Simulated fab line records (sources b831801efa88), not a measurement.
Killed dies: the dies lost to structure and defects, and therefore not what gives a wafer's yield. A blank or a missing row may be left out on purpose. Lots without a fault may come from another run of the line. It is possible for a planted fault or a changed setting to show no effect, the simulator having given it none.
fab line records ; flow sky130 ; part 1 of 2: steps 1 to 30 of 38
[record] lots = 5; wafers = 15; last_day = 50
route steps=708 shown METAL4@602 CAP2M@603 VIA4@639
lots untouched by any fault: they come from a run of this same line in which no faults occurred
start_h: hours from the record's first day to the start of the lot's first wafer shown ; wait_h: how many hours have passed since the lot's step before this one ; " as in the row above ; L1.1+2: one row covering several wafers at once ; - value missing, or start not given ; * or withheld: withheld ; < > ~ a bound
route shown NAME@n: names a module that has steps shown in the file, with the first one's number in the route ; usual: the fault-free wafers' mean and standard deviation ; same: alike in all rows ; chamber/n: place in a boat ; sites: each site's reading ; _std_site: the values' standard deviation ; _edge_site: inner sites' mean taken away from outer sites' mean ; radius_mm: for every site, how far away it sits from the centre of the wafer ; mask NAME#n: copy n ; behind: the most recent tool/chamber to have shaped the wafer ; hold: the reason the lot was held/the length of the hold in hours/how it ended ; device: transistor that didn't switch, given as n, p or np ; end of line: the route-end tests of the same wafers ; a step given without rows: its recipe and nothing more ; killed: not the wafer's yield, but the dies lost to structure and defects at the first sort ; map: a wafer's dies, marking killed ones x, the rest . and places with no die _
set.NAME: the run value of the setting; set.NAME@STEP: its run value at that earlier step ; model.NAME: the simulator's own value behind a step, which no gauge read
a table for each step, a row for each wafer; lots at some steps of the route
services: from which hour (start_h, from the record's first day; less than 0 if before it) a tool's chamber was out of use, for how many hours, and why
[[steps]]
[step SKY_METAL4_SPUTTER_04]
[recipe] material = TiN; target_thk_nm = 70; power_w = 6500; time_s = 58.3; chamber_pressure_pa = 0.4
[usual] throttle_valve_pct = 30.1/0.82
[same] time_s = 58.3
lot.wafer;tool;chamber;start_h;wait_h;throttle_valve_pct
L079.3;pvd_sputter-02;-;978.71;0.0;31.1
L079.4;pvd_sputter-02;-;978.71;0.0;30.7
L079.5;pvd_sputter-02;-;978.71;0.0;30.6
L080.1;pvd_sputter-01;-;983.08;0.0;31.4
L080.4;pvd_sputter-01;-;983.08;0.0;30.5
L080.5;pvd_sputter-01;-;983.08;0.0;29.7
L084.1;pvd_sputter-03;-;1012.95;0.0;29.9
L084.3;pvd_sputter-03;-;1012.95;0.0;29.6
L084.5;pvd_sputter-03;-;1012.95;0.0;29.7
L093.3;pvd_sputter-02;-;1061.93;0.0;30.6
L093.5;pvd_sputter-02;-;1061.93;0.0;30.5
L093.6;pvd_sputter-02;-;1061.93;0.0;30.2
L095.1;pvd_sputter-02;-;1084.46;0.0;28.7
L095.2;pvd_sputter-02;-;1084.46;0.0;30.3
L095.6;pvd_sputter-02;-;1084.46;0.0;30.3
[step SKY_CAP2M_CVD_00]
[recipe] material = SiO2; target_thk_nm = 15.5; temp_c = 400; time_s = withheld; rf_w = 450
[usual] heater_power_w = 677/82
lot.wafer;tool;chamber;start_h;wait_h;heater_power_w
L079.3;pecvd-04;0;978.76;0.0;709
L079.4;pecvd-04;0;978.76;0.0;705
L079.5;pecvd-04;1;978.76;0.0;704
L080.1;pecvd-02;0;983.13;0.0;746
L080.4;pecvd-02;1;983.13;0.0;638
L080.5;pecvd-02;2;983.13;0.0;747
L084.1;pecvd-04;1;1013.00;0.0;599
L084.3;pecvd-04;0;1013.00;0.0;586
L084.5;pecvd-04;0;1013.00;0.0;591
L093.3;pecvd-03;0;1061.99;0.0;573
L093.5;pecvd-03;2;1061.99;0.0;692
L093.6;pecvd-03;0;1061.99;0.0;554
L095.1;pecvd-04;0;1084.51;0.0;621
L095.2;pecvd-04;1;1084.51;0.0;726
L095.6;pecvd-04;1;1084.51;0.0;715
[step SKY_CAP2M_THK_MEAS_01]
[recipe] reads = SiO2_of_CAP2M_CVD_00
[usual] CAP2M_CVD_00_THK = 15.43/0.22
lot.wafer;tool;chamber;start_h;wait_h;CAP2M_CVD_00_THK[nm]
L079.3;film_metro-02;-;978.80;-;15.20
L079.4;film_metro-02;-;978.80;-;15.36
L079.5;film_metro-02;-;978.80;-;15.80
L080.1;film_metro-02;-;983.15;-;15.61
L080.4;film_metro-02;-;983.15;-;15.56
L080.5;film_metro-02;-;983.15;-;15.49
L084.1;film_metro-04;-;1013.02;-;15.01
L084.3;film_metro-04;-;1013.02;-;14.97
L084.5;film_metro-04;-;1013.02;-;15.34
L093.3;film_metro-04;-;1062.03;-;15.69
L093.5;film_metro-04;-;1062.03;-;15.78
L093.6;film_metro-04;-;1062.03;-;15.97
L095.1;film_metro-01;-;1084.53;-;15.45
L095.2;film_metro-01;-;1084.53;-;15.50
L095.6;film_metro-01;-;1084.53;-;15.80
[step SKY_CAP2M_SPUTTER_02]
[recipe] material = TiN; target_thk_nm = 200; temp_c = 300; power_w = 6500; time_s = 166.7; chamber_pressure_pa = 0.4
[usual] throttle_valve_pct = 29.9/0.87
[same] time_s = 166.7
lot.wafer;tool;chamber;start_h;wait_h;throttle_valve_pct
L079.3;pvd_sputter-04;-;978.84;0.0;30.4
L079.4;pvd_sputter-04;-;978.84;0.0;30.9
L079.5;pvd_sputter-04;-;978.84;0.0;30.4
L080.1;pvd_sputter-04;-;983.21;0.1;30.2
L080.4;pvd_sputter-04;-;983.21;0.1;30.7
L080.5;pvd_sputter-04;-;983.21;0.1;28.3
L084.1;pvd_sputter-04;-;1013.08;0.1;29.1
L084.3;pvd_sputter-04;-;1013.08;0.1;30.8
L084.5;pvd_sputter-04;-;1013.08;0.1;30.3
L093.3;pvd_sputter-03;-;1062.07;0.0;29.3
L093.5;pvd_sputter-03;-;1062.07;0.0;29.4
L093.6;pvd_sputter-03;-;1062.07;0.0;29.8
L095.1;pvd_sputter-04;-;1084.59;0.1;29.2
L095.2;pvd_sputter-04;-;1084.59;0.1;30.4
L095.6;pvd_sputter-04;-;1084.59;0.1;29.1
[step SKY_CAP2M_RS_MEAS_03]
[recipe] thk_meas_gauge = four-point-probe; reads = TiN_of_CAP2M_SPUTTER_02
[usual] CAP2M_TIN_RS = 6.94/0.095
lot.wafer;tool;chamber;start_h;wait_h;CAP2M_TIN_RS[ohm/sq]
L079.3;film_metro-01;-;978.99;0.1;7.01
L079.4;film_metro-01;-;978.99;0.1;6.86
L079.5;film_metro-01;-;978.99;0.1;7.04
L080.1;film_metro-04;-;983.32;0.1;7.14
L080.4;film_metro-04;-;983.32;0.1;6.88
L080.5;film_metro-04;-;983.32;0.1;7.03
L084.1;film_metro-01;-;1013.19;0.1;7.02
L084.3;film_metro-01;-;1013.19;0.1;6.83
L084.5;film_metro-01;-;1013.19;0.1;6.98
L093.3;film_metro-02;-;1062.22;0.1;6.88
L093.5;film_metro-02;-;1062.22;0.1;6.87
L093.6;film_metro-02;-;1062.22;0.1;6.92
L095.1;film_metro-02;-;1084.70;0.1;6.94
L095.2;film_metro-02;-;1084.70;0.1;7.03
L095.6;film_metro-02;-;1084.70;0.1;6.90
[step SKY_CAP2M_THK_MEAS_04]
[recipe] thk_meas_gauge = xrf; reads = TiN_of_CAP2M_SPUTTER_02
[usual] CAP2M_TIN_THK = 196.0/2.8
lot.wafer;tool;chamber;start_h;wait_h;CAP2M_TIN_THK[nm]
L079.3;film_metro-01;-;979.09;0.1;195.0
L079.4;film_metro-01;-;979.09;0.1;199.3
L079.5;film_metro-01;-;979.09;0.1;194.3
L080.1;film_metro-04;-;983.44;0.1;190.0
L080.4;film_metro-04;-;983.44;0.1;197.0
L080.5;film_metro-04;-;983.44;0.1;193.3
L084.1;film_metro-01;-;1013.31;0.1;192.0
L084.3;film_metro-01;-;1013.31;0.1;197.4
L084.5;film_metro-01;-;1013.31;0.1;194.2
L093.3;film_metro-02;-;1062.32;0.1;197.3
L093.5;film_metro-02;-;1062.32;0.1;197.8
L093.6;film_metro-02;-;1062.32;0.1;196.3
L095.1;film_metro-02;-;1084.82;0.1;196.3
L095.2;film_metro-02;-;1084.82;0.1;193.5
L095.6;film_metro-02;-;1084.82;0.1;196.3
[step SKY_CAP2M_DEHYDRATE_05]
[recipe] temp_c = 200; time_s = 60
[same] time_s = 60
lot.wafer;tool;chamber;start_h;wait_h
L079.3+4+5;litho_track-04;0;989.27;10.2
L080.1+4+5;litho_track-03;0;993.95;10.5
L084.1+3+5;litho_track-04;0;1024.37;11.1
L093.3+5+6;litho_track-03;0;1072.70;10.4
L095.1+2+6;litho_track-02;0;1094.66;9.8
[step SKY_CAP2M_HMDS_06]
[recipe] prime_time_s = 60; prime_temp_c = 120
lot.wafer;tool;chamber;start_h;wait_h
L079.3+4+5;litho_track-04;0;989.42;0.1
L080.1+4+5;litho_track-03;0;994.10;0.1
L084.1+3+5;litho_track-04;0;1024.52;0.1
L093.3+5+6;litho_track-03;0;1072.85;0.1
L095.1+2+6;litho_track-02;0;1094.81;0.1
[step SKY_CAP2M_COAT_07]
[recipe] resist = NOVOLAK; spin_rpm = 3024; resist_thk_nm = 1140
lot.wafer;tool;chamber;start_h;wait_h
L079.3+4+5;litho_track-04;0;989.57;0.1
L080.1+4+5;litho_track-03;0;994.25;0.1
L084.1+3+5;litho_track-04;0;1024.67;0.1
L093.3+5+6;litho_track-03;0;1073.00;0.1
L095.1+2+6;litho_track-02;0;1094.96;0.1
[step SKY_CAP2M_SOFTBAKE_08]
[recipe] temp_c = 90; time_s = 60; resist = NOVOLAK
[same] time_s = 60
lot.wafer;tool;chamber;start_h;wait_h
L079.3+4+5;litho_track-04;0;989.72;0.1
L080.1+4+5;litho_track-03;0;994.40;0.1
L084.1+3+5;litho_track-04;0;1024.82;0.1
L093.3+5+6;litho_track-03;0;1073.15;0.1
L095.1+2+6;litho_track-02;0;1095.11;0.1
[step SKY_CAP2M_EXPOSE_09]
[recipe] mask_id = CAP2M; na = 0.6; source_shape = conventional; sigma_outer = 0.6; polarization = unpolarized; target_cd_nm = 1000; dose_mj = 159
lot.wafer;tool;chamber;start_h;wait_h;mask
L079.3+4+5;iline_stepper-02;0;-;-;CAP2M#0
L080.1+4+5;iline_stepper-02;0;-;-;CAP2M#0
L084.1+3+5;iline_stepper-02;0;-;-;CAP2M#0
L093.3+5+6;iline_stepper-02;0;-;-;CAP2M#0
L095.1+2+6;iline_stepper-02;0;-;-;CAP2M#0
[step SKY_CAP2M_PEB_10]
[recipe] temp_c = withheld; time_s = *; resist = NOVOLAK
[same] time_s = *
lot.wafer;tool;chamber;start_h;wait_h
L079.3+4+5;litho_track-02;0;-;-
L080.1+4+5;litho_track-04;0;-;-
L084.1+3+5;litho_track-04;0;-;-
L093.3+5+6;litho_track-03;0;-;-
L095.1+2+6;litho_track-04;0;-;-
[step SKY_CAP2M_DEVELOP_11]
[recipe] resist = NOVOLAK; developer = TMAH; develop_time_s = 60; dev_temp_c = 23
lot.wafer;tool;chamber;start_h;wait_h
L079.3+4+5;litho_track-02;0;1001.86;0.1
L080.1+4+5;litho_track-04;0;1006.27;0.1
L084.1+3+5;litho_track-04;0;1035.62;0.1
L093.3+5+6;litho_track-03;0;1083.20;0.1
L095.1+2+6;litho_track-04;0;1104.47;0.1
[step SKY_CAP2M_OVL_MEAS_12]
[usual] CAP2M_OVL = 0.8/1.3
lot.wafer;tool;chamber;start_h;wait_h;CAP2M_OVL[nm]
L079.3;overlay-01;-;1001.97;0.1;1.7
L079.4;overlay-01;-;1001.97;0.1;1.4
L079.5;overlay-01;-;1001.97;0.1;1.8
L080.1;overlay-02;-;1006.42;0.1;0.1
L080.4;overlay-02;-;1006.42;0.1;-0.3
L080.5;overlay-02;-;1006.42;0.1;-0.8
L084.1;overlay-02;-;1035.77;0.1;1.0
L084.3;overlay-02;-;1035.77;0.1;-2.0
L084.5;overlay-02;-;1035.77;0.1;-2.8
L093.3;overlay-02;-;1083.31;0.1;2.5
L093.5;overlay-02;-;1083.31;0.1;0.1
L093.6;overlay-02;-;1083.31;0.1;1.8
L095.1;overlay-02;-;1104.62;0.1;1.3
L095.2;overlay-02;-;1104.62;0.1;-0.9
L095.6;overlay-02;-;1104.62;0.1;0.4
[step SKY_CAP2M_METAL_ETCH_13]
[recipe] target_depth_nm = 220; stop_on = SiO2; chemistry = Cl2/BCl3; target = TiN; pressure_mtorr = 10; icp_w = 900; bias_w = 48.5; Cl2_flow_sccm = 60; bcl3_flow_sccm = 30; time_s = 62.9
[usual] bcl3_flow_sccm = 29.96/0.088; bias_w = 48.51/0.15; drypump_motor_current_A = 6.0/0.47; oes_product_au = 0.940/0.0088; throttle_valve_pct = 21.903/0.011
[same] time_s = 62.9
lot.wafer;tool;chamber;start_h;wait_h;bcl3_flow_sccm;bias_w;drypump_motor_current_A;oes_product_au;rf_hours_counter_h;throttle_valve_pct
L079.3;rie_metal-02;1;1002.02;0.0;29.87;48.44;5.4;0.930;-;21.916
L079.4;rie_metal-02;0;1002.02;0.0;29.85;48.72;6.2;0.949;-;21.898
L079.5;rie_metal-02;0;1002.02;0.0;30.02;48.41;6.2;0.932;-;21.908
L080.1;rie_metal-02;1;1006.46;0.0;29.86;48.49;5.4;0.927;13;21.921
L080.4;rie_metal-02;0;1006.46;0.0;29.94;48.25;6.2;0.944;-;21.892
L080.5;rie_metal-02;1;1006.46;0.0;30.01;48.34;5.4;0.926;-;21.913
L084.1;rie_metal-04;0;1035.81;0.0;29.95;48.68;6.1;0.938;9;21.914
L084.3;rie_metal-04;0;1035.81;0.0;30.03;48.60;6.1;0.949;-;21.895
L084.5;rie_metal-04;1;1035.81;0.0;29.86;48.77;6.2;0.937;-;21.908
L093.3;rie_metal-01;0;1083.36;0.0;29.93;48.41;6.8;0.945;-;21.900
L093.5;rie_metal-01;1;1083.36;0.0;29.84;48.37;5.3;0.950;-;21.909
L093.6;rie_metal-01;0;1083.36;0.0;30.03;48.56;6.8;0.940;-;21.895
L095.1;rie_metal-04;1;1104.66;0.0;29.82;48.58;6.3;0.939;21;21.897
L095.2;rie_metal-04;0;1104.66;0.0;29.88;48.47;6.1;0.942;13;21.899
L095.6;rie_metal-04;1;1104.66;0.0;29.99;48.37;6.3;0.946;-;21.906
[step SKY_CAP2M_STRIP_14]
[recipe] chemistry = O2/N2; power_w = 1400; pressure_mtorr = 1500; platen_temp_c = withheld; o2_flow_sccm = 3000; n2_flow_sccm = 300; overash_fraction = 0.5
[usual] drypump_motor_current_A = 5.8/0.32; o2_flow_sccm = 3001/8.7; oes_product_au = 0.711/0.0046; strip_time_to_endpoint_s = 12.58/0.05
lot.wafer;tool;chamber;start_h;wait_h;drypump_motor_current_A;o2_flow_sccm;oes_product_au;rf_hours_counter_h;strip_time_to_endpoint_s
L079.3;plasma_asher-04;0;1002.11;0.1;6.2;2999;0.702;-;12.56
L079.4;plasma_asher-04;1;1002.11;0.1;5.8;2988;0.711;-;12.60
L079.5;plasma_asher-04;1;1002.11;0.1;5.8;2983;0.710;-;12.56
L080.1;plasma_asher-01;1;1006.53;0.1;5.8;3003;0.715;58;12.58
L080.4;plasma_asher-01;1;1006.53;0.1;5.8;2989;0.713;-;12.57
L080.5;plasma_asher-01;1;1006.53;0.1;5.8;2990;0.721;-;12.62
L084.1;plasma_asher-04;1;1035.88;0.1;5.8;3009;0.711;124;12.60
L084.3;plasma_asher-04;1;1035.88;0.1;5.8;2987;0.719;-;12.56
L084.5;plasma_asher-04;0;1035.88;0.1;6.2;3012;0.709;-;12.55
L093.3;plasma_asher-04;1;1083.45;0.1;5.8;3008;0.714;-;12.55
L093.5;plasma_asher-04;1;1083.45;0.1;5.8;2999;0.700;-;12.55
L093.6;plasma_asher-04;0;1083.45;0.1;6.2;2990;0.703;-;12.56
L095.1;plasma_asher-04;1;1104.73;0.1;5.8;3008;0.718;4;12.56
L095.2;plasma_asher-04;0;1104.73;0.1;6.2;2992;0.726;4;12.59
L095.6;plasma_asher-04;0;1104.73;0.1;6.2;2991;0.708;-;12.56
[step SKY_CAP2M_STRIP_15]
[recipe] chemistry = post_etch_residue_remover; time_s = 1200; temp_c = 72.5
[usual] bath_heat_duty_pct = 14.6/1.5; temp_c = 72.50/0.14
[same] time_s = 1200
lot.wafer;tool;chamber;start_h;wait_h;bath_heat_duty_pct;temp_c
L079.3;wet_bench-02;1;1002.17;0.0;15.4;72.56
L079.4;wet_bench-02;1;1002.17;0.0;14.4;72.48
L079.5;wet_bench-02;1;1002.17;0.0;14.5;72.58
L080.1;wet_bench-04;0;1006.63;0.1;15.4;72.44
L080.4;wet_bench-04;0;1006.63;0.1;17.0;72.50
L080.5;wet_bench-04;0;1006.63;0.1;15.8;72.70
L084.1;wet_bench-02;0;1035.98;0.1;13.1;72.48
L084.3;wet_bench-02;0;1035.98;0.1;14.1;72.48
L084.5;wet_bench-02;0;1035.98;0.1;13.1;72.59
L093.3;wet_bench-04;2;1083.52;0.0;12.7;72.55
L093.5;wet_bench-04;2;1083.52;0.0;11.8;72.42
L093.6;wet_bench-04;2;1083.52;0.0;12.9;72.63
L095.1;wet_bench-03;0;1104.85;0.1;13.8;72.64
L095.2;wet_bench-03;0;1104.85;0.1;14.1;72.33
L095.6;wet_bench-03;0;1104.85;0.1;13.1;72.53
[step SKY_CAP2M_CLEAN_16]
[recipe] chemistry = IPA; time_s = 180; temp_c = 25
[usual] bath_heat_duty_pct = 6.2/0.76; temp_c = 25.01/0.091
[same] time_s = 180
lot.wafer;tool;chamber;start_h;wait_h;bath_heat_duty_pct;temp_c
L079.3;wet_bench-04;3;1002.52;0.0;7.1;25.01
L079.4;wet_bench-04;3;1002.52;0.0;6.8;25.12
L079.5;wet_bench-04;3;1002.52;0.0;6.6;25.21
L080.1;wet_bench-02;2;1006.98;0.0;7.0;24.89
L080.4;wet_bench-02;2;1006.98;0.0;5.9;24.85
L080.5;wet_bench-02;2;1006.98;0.0;5.9;24.83
L084.1;wet_bench-02;0;1036.33;0.0;5.7;25.02
L084.3;wet_bench-02;0;1036.33;0.0;6.2;24.96
L084.5;wet_bench-02;0;1036.33;0.0;6.3;25.06
L093.3;wet_bench-02;3;1083.89;0.0;7.8;24.89
L093.5;wet_bench-02;3;1083.89;0.0;7.5;24.97
L093.6;wet_bench-02;3;1083.89;0.0;7.6;25.10
L095.1;wet_bench-02;3;1105.20;0.0;7.8;24.92
L095.2;wet_bench-02;3;1105.20;0.0;7.2;25.12
L095.6;wet_bench-02;3;1105.20;0.0;7.8;25.07
[step SKY_CAP2M_CLEAN_17]
[recipe] chemistry = O3/DIW; dry = n2_spin
lot.wafer;tool;chamber;start_h;wait_h
L079.3+4+5;wet_bench-03;1;1002.57;0.0
L080.1+4+5;wet_bench-03;0;1007.04;0.0
L084.1+3+5;wet_bench-04;1;1036.38;0.0
L093.3+5+6;wet_bench-04;1;1083.95;0.0
L095.1+2+6;wet_bench-04;0;1105.25;0.0
[step SKY_METAL4_DEHYDRATE_05]
[recipe] temp_c = 200; time_s = 60
[same] time_s = 60
lot.wafer;tool;chamber;start_h;wait_h
L079.3+4+5;litho_track-01;0;1012.88;10.2
L080.1+4+5;litho_track-01;0;1017.53;10.4
L084.1+3+5;litho_track-02;0;1047.06;10.5
L093.3+5+6;litho_track-01;0;1093.28;9.2
L095.1+2+6;litho_track-02;0;1114.91;9.6
[step SKY_METAL4_HMDS_06]
[recipe] prime_time_s = 60; prime_temp_c = 120
lot.wafer;tool;chamber;start_h;wait_h
L079.3+4+5;litho_track-01;0;1013.03;0.1
L080.1+4+5;litho_track-01;0;1017.68;0.1
L084.1+3+5;litho_track-02;0;1047.21;0.1
L093.3+5+6;litho_track-01;0;1093.43;0.1
L095.1+2+6;litho_track-02;0;1115.06;0.1
[step SKY_METAL4_COAT_07]
[recipe] resist = BARC; temp_c = withheld; time_s = withheld; spin_rpm = 3000; resist_thk_nm = 60
lot.wafer;tool;chamber;start_h;wait_h
L079.3+4+5;litho_track-01;0;1013.18;0.1
L080.1+4+5;litho_track-01;0;1017.83;0.1
L084.1+3+5;litho_track-02;0;1047.36;0.1
L093.3+5+6;litho_track-01;0;1093.58;0.1
L095.1+2+6;litho_track-02;0;1115.21;0.1
[step SKY_METAL4_COAT_08]
[recipe] resist = KrF-thick; spin_rpm = 3000; resist_thk_nm = 1140
lot.wafer;tool;chamber;start_h;wait_h
L079.3+4+5;litho_track-01;0;-;-
L080.1+4+5;litho_track-01;0;-;-
L084.1+3+5;litho_track-02;0;-;-
L093.3+5+6;litho_track-01;0;-;-
L095.1+2+6;litho_track-02;0;-;-
[step SKY_METAL4_SOFTBAKE_09]
[recipe] temp_c = 100; time_s = 90; resist = KrF-thick
[same] time_s = 90
lot.wafer;tool;chamber;start_h;wait_h
L079.3+4+5;litho_track-01;0;-;-
L080.1+4+5;litho_track-01;0;-;-
L084.1+3+5;litho_track-02;0;-;-
L093.3+5+6;litho_track-01;0;-;-
L095.1+2+6;litho_track-02;0;-;-
[step SKY_METAL4_EXPOSE_10]
[recipe] mask_id = MM4; na = 0.68; source_shape = annular; sigma_inner = 0.4; sigma_outer = 0.8; target_cd_nm = 300; dose_mj = 28
lot.wafer;tool;chamber;start_h;wait_h;mask
L079.3+4+5;krf_scanner-01;0;-;-;MM4#0
L080.1+4+5;krf_scanner-01;0;-;-;MM4#0
L084.1+3+5;krf_scanner-01;0;-;-;MM4#0
L093.3+5+6;krf_scanner-01;0;-;-;MM4#0
L095.1+2+6;krf_scanner-01;0;-;-;MM4#0
[step SKY_METAL4_PEB_11]
[recipe] peb_temp_c = withheld; peb_time_s = withheld; resist = KrF-thick
lot.wafer;tool;chamber;start_h;wait_h
L079.3+4+5;litho_track-02;0;-;-
L080.1+4+5;litho_track-02;0;-;-
L084.1+3+5;litho_track-02;0;-;-
L093.3+5+6;litho_track-02;0;-;-
L095.1+2+6;litho_track-04;0;-;-
[step SKY_METAL4_DEVELOP_12]
[recipe] develop_time_s = 60; resist = KrF-thick; dev_temp_c = 21
lot.wafer;tool;chamber;start_h;wait_h
L079.3+4+5;litho_track-02;0;-;-
L080.1+4+5;litho_track-02;0;-;-
L084.1+3+5;litho_track-02;0;-;-
L093.3+5+6;litho_track-02;0;-;-
L095.1+2+6;litho_track-04;0;-;-
[step SKY_METAL4_CD_MEAS_13]
[recipe] target_cd_nm = 300
[usual] cd_nm = 300.8/1.4
lot.wafer;tool;chamber;start_h;wait_h;cd_nm
L079.3;cd_sem-01;-;1025.60;-;302.1
L079.4;cd_sem-01;-;1025.60;-;302.7
L079.5;cd_sem-01;-;1025.60;-;302.4
L080.1;cd_sem-01;-;1030.26;-;302.1
L080.4;cd_sem-01;-;1030.26;-;301.6
L080.5;cd_sem-01;-;1030.26;-;300.7
L084.1;cd_sem-01;-;1059.41;-;299.6
L084.3;cd_sem-01;-;1059.41;-;300.4
L084.5;cd_sem-01;-;1059.41;-;299.6
L093.3;cd_sem-01;-;1104.00;-;303.7
L093.5;cd_sem-01;-;1104.00;-;304.4
L093.6;cd_sem-01;-;1104.00;-;305.0
L095.1;cd_sem-01;-;1125.17;-;299.0
L095.2;cd_sem-01;-;1125.17;-;298.4
L095.6;cd_sem-01;-;1125.17;-;298.6
[step SKY_METAL4_OVL_MEAS_14]
[usual] METAL4_OVL = 3/4.8
lot.wafer;tool;chamber;start_h;wait_h;METAL4_OVL[nm]
L079.3;overlay-02;-;1025.69;0.1;4
L079.4;overlay-02;-;1025.69;0.1;9
L079.5;overlay-02;-;1025.69;0.1;6
L080.1;overlay-02;-;1030.38;0.1;-3
L080.4;overlay-02;-;1030.38;0.1;6
L080.5;overlay-02;-;1030.38;0.1;5
L084.1;overlay-01;-;1059.53;0.1;-6
L084.3;overlay-01;-;1059.53;0.1;3
L084.5;overlay-01;-;1059.53;0.1;0
L093.3;overlay-02;-;1104.09;0.1;2
L093.5;overlay-02;-;1104.09;0.1;5
L093.6;overlay-02;-;1104.09;0.1;0
L095.1;overlay-02;-;1125.29;0.1;10
L095.2;overlay-02;-;1125.29;0.1;5
L095.6;overlay-02;-;1125.29;0.1;10
[step SKY_METAL4_DESCUM_15]
[recipe] chemistry = O2; source_power_w = 150; bias_power_w = 0; pressure_mtorr = 10; temp_c = 40; time_s = 8
[usual] drypump_motor_current_A = 6.0/0.52; oes_product_au = 1.001/0.0083; temp_c = 40.01/0.1
[same] time_s = 8
lot.wafer;tool;chamber;start_h;wait_h;drypump_motor_current_A;oes_product_au;rf_hours_counter_h;temp_c
L079.3;rie_metal-01;1;1025.73;0.0;5.3;1.011;-;40.00
L079.4;rie_metal-01;0;1025.73;0.0;6.8;1.006;-;40.05
L079.5;rie_metal-01;1;1025.73;0.0;5.3;1.005;-;40.12
L080.1;rie_metal-01;1;1030.42;0.0;5.3;1.001;11;39.86
L080.4;rie_metal-01;0;1030.42;0.0;6.8;1.001;-;39.98
L080.5;rie_metal-01;0;1030.42;0.0;6.8;1.008;-;40.07
L084.1;rie_metal-02;0;1059.57;0.0;6.2;1.001;1;40.01
L084.3;rie_metal-02;1;1059.57;0.0;5.4;0.992;-;39.98
L084.5;rie_metal-02;1;1059.57;0.0;5.4;0.994;-;40.15
L093.3;rie_metal-02;1;1104.13;0.0;5.4;0.981;-;39.98
L093.5;rie_metal-02;1;1104.13;0.0;5.4;0.993;-;40.09
L093.6;rie_metal-02;0;1104.13;0.0;6.2;0.987;-;40.01
L095.1;rie_metal-02;0;1125.33;0.0;6.2;1.002;6;40.16
L095.2;rie_metal-02;1;1125.33;0.0;5.4;0.998;21;39.87
L095.6;rie_metal-02;1;1125.33;0.0;5.5;0.990;-;40.11
